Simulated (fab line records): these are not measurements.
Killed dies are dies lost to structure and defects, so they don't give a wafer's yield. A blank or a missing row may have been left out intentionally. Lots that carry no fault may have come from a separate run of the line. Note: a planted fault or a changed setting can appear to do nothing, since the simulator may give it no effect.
Comparing a struck lot with a sound one / flow sky130 / 17 out of 708 route steps
Sound: the wafers L555.1, L555.4, L555.5. Wafers struck: L558.4, L558.5, L558.6. Last of all comes the cause.
For every step that has rows: the tool of each side, followed by ch and its chambers, followed by its first start. Under that, the readings that differ: sound wafers / struck wafers / difference of the means / sigmas: that difference in standard deviations of wafers without a fault.
alike: same words and numbers on both sides, and readings whose means sit less than 2 such deviations apart. not compared: any withheld reading, any reading some wafer has no value for, any bound like >300 that may hide the same value, and any number with overlapping values for which the record gives no deviation.
Wherever a step has rows on one side only, a row that says differs or no value, or a row with sigmas, the two part there. Non-overlapping numbers with no deviation appear without sigmas and do not part them. A reading missing from all wafers of one side parts the sides only when that side holds two or more wafers.

first, 1 step without rows for these wafers: SKY_VIA4_ETCH_12 (etches SiO2 in C4F8/O2/Ar, stops on TiN, target depth 580 nm).
SKY_VIA4_STRIP_13: strips in O2/N2.
  sound on plasmaAsher-01 ch 0,1, day 44 04:58; struck on plasmaAsher-03 ch 0,1, day 44 23:47
  alike: drypumpMotorCurrentA, oesProductAu, stripTimeToEndpointS
  not compared: rfHoursCounterH
then, 3 steps without rows for these wafers: SKY_VIA4_STRIP_14 (strips in post etch residue remover, time 1200 s); SKY_VIA4_CLEAN_15 (cleans in IPA, time 180 s); SKY_VIA4_CLEAN_16 (cleans in O3/DIW).
SKY_VIA4_SPUTTER_17: material TiN, target thk 20 nm, time 80 s.
  sound: pvdSputter-01 at day 44 05:33; struck: pvdSputter-01 at day 45 00:20
  alike: throttleValvePct
then, 1 step without rows for these wafers: SKY_VIA4_CVD_18 (deposits W, target thk 505 nm, time 152.14 s).
SKY_VIA4_RS_MEAS_19: measures by four-point-probe.
  sound: filmMetro-04 at day 44 05:46; struck: filmMetro-01 at day 45 00:37
  alike: VIA4_W_RS
SKY_VIA4_THK_MEAS_20: measures by xrf.
  sound: filmMetro-04 at day 44 05:53; struck: filmMetro-01 at day 45 00:43
  alike: VIA4_W_THK
SKY_VIA4_CMP_21: polishes, stops on SiO2, t overpolish 25 s, target thk 0 nm.
  sound on cmp-01 ch 0,3, day 44 05:59; struck on cmp-01 ch 0,3, day 45 00:44
  alike: motorCurrentA, overpolishRunS, slurryFilterDpKPa, timeToEndpointS
then, 1 step without rows for these wafers: SKY_METAL5_SPUTTER_00 (material Ti, target thk 15 nm, time 10 s).
SKY_METAL5_SPUTTER_01: material TiN, target thk 20 nm, time 16.7 s.
  sound: pvdSputter-02 at day 44 06:16; struck: pvdSputter-03 at day 45 01:04
  alike: throttleValvePct
SKY_METAL5_SPUTTER_02: material AlCu, target thk 1150 nm, time 61.2 s.
  sound: pvdSputter-02 at day 44 06:17; struck: pvdSputter-03 at day 45 01:05
reading=throttleValvePct (%); sound=30.6 33.2 31.3; struck=28.5 30.8 28.6; difference=-2.4; sigmas=-2
reading=model.AlCu_of_METAL5_SPUTTER_02.thkNm (nm); sound=1140 1176 1143; struck=416 425.3 407.7; difference=-737; sigmas=
SKY_METAL5_SPUTTER_03: material Ti, target thk 5 nm, time 3.3 s.
  sound: pvdSputter-02 at day 44 06:20; struck: pvdSputter-03 at day 45 01:08
  alike: throttleValvePct
then, 1 step without rows for these wafers: SKY_METAL5_SPUTTER_04 (material TiN, target thk 70 nm, time 58.3 s).
SKY_METAL5_RS_MEAS_05: measures by four-point-probe.
  sound: filmMetro-02 at day 44 06:25; struck: filmMetro-04 at day 45 01:33
reading=METAL5_ALCU_RS (ohm/sq); sound=0.02728 0.02644 0.02721; struck=0.07554 0.07372 0.07714; difference=+0.04849; sigmas=+99 or more
  not compared: hold
SKY_PAD_OPEN_PROBE_99:
  the record holds rows for the sound wafers here (prober-01, day 47 01:11) but none for the struck ones

## WHERE THEY PART
At SKY_METAL5_SPUTTER_02 first; at SKY_PAD_OPEN_PROBE_99 last (within this record only).

WHY: whatever the simulator had introduced
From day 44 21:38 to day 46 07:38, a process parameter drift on pvdSputter-03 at SKY_METAL5_SPUTTER_02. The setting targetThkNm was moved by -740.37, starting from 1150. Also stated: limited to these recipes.
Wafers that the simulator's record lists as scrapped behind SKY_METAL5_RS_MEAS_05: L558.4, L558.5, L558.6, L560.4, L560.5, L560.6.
